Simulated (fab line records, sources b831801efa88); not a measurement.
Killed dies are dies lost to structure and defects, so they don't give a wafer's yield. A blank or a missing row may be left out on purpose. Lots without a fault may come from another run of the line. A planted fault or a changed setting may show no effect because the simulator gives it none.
Which tool did it? | flow gf180mcu | 13 lots, 39 wafers sampled, at 1 step of a route of 602

WHAT THE GAUGES READ, wafer by wafer
GF_V5_BOW_MEAS_05. Usual: V5_BOW 136 um, standard deviation 9.
lot  | measured     | on            | V5_BOW (um) | flag
L783 | day 26 13:33 | film_metro-03 | 135 142 138 |
L785 | day 27 08:52 | film_metro-03 | 149 142 143 |
L786 | day 27 12:43 | film_metro-02 | 125 139 132 |
L787 | day 27 18:44 | film_metro-03 | 132 136 158 |
L789 | day 28 10:47 | film_metro-01 | 138 138 132 |
L791 | day 29 01:15 | film_metro-01 | 128 120 130 |
L792 | day 29 03:12 | film_metro-01 | 129 136 143 |
L793 | day 29 12:53 | film_metro-02 | 144 136 142 |
L795 | day 30 05:55 | film_metro-01 | 137 127 129 |
L802 | day 31 22:20 | film_metro-02 | 123 126 124 |
L803 | day 32 02:13 | film_metro-03 | 137 126 133 |
L805 | day 32 21:08 | film_metro-03 | 124 132 129 |
L806 | day 32 23:02 | film_metro-02 | 145 136 143 |

WHICH TOOL RAN EACH LOT (tool, then ch and the chambers of the sampled wafers, then the start)
The record holds no process step before these readings.

WHAT THE TOOLS THEMSELVES READ (means of the sampled wafers that have a number; where no wafer has one, the mark that the record gives instead)
The record holds no such reading with a usual standard deviation.

THE ANSWER, worked out from the rows above alone
Rule: a lot is off if the mean of its wafers that have a number lies more than 3 standard deviations from the usual mean. A lot without any number at a reading at which 4 lots or more have one is off too. The other lots that the step has rows for count as sound. The gauges are gone through in route order, then the tools' own readings, and for those a lot's mean is taken as printed above. The first step at which some lot is off is used, and at that step the reading that is off furthest; a lot without a number counts as furthest.
No lot is off at any reading shown: from this, nothing can be told.

WHAT THE SIMULATOR HAD PUT IN
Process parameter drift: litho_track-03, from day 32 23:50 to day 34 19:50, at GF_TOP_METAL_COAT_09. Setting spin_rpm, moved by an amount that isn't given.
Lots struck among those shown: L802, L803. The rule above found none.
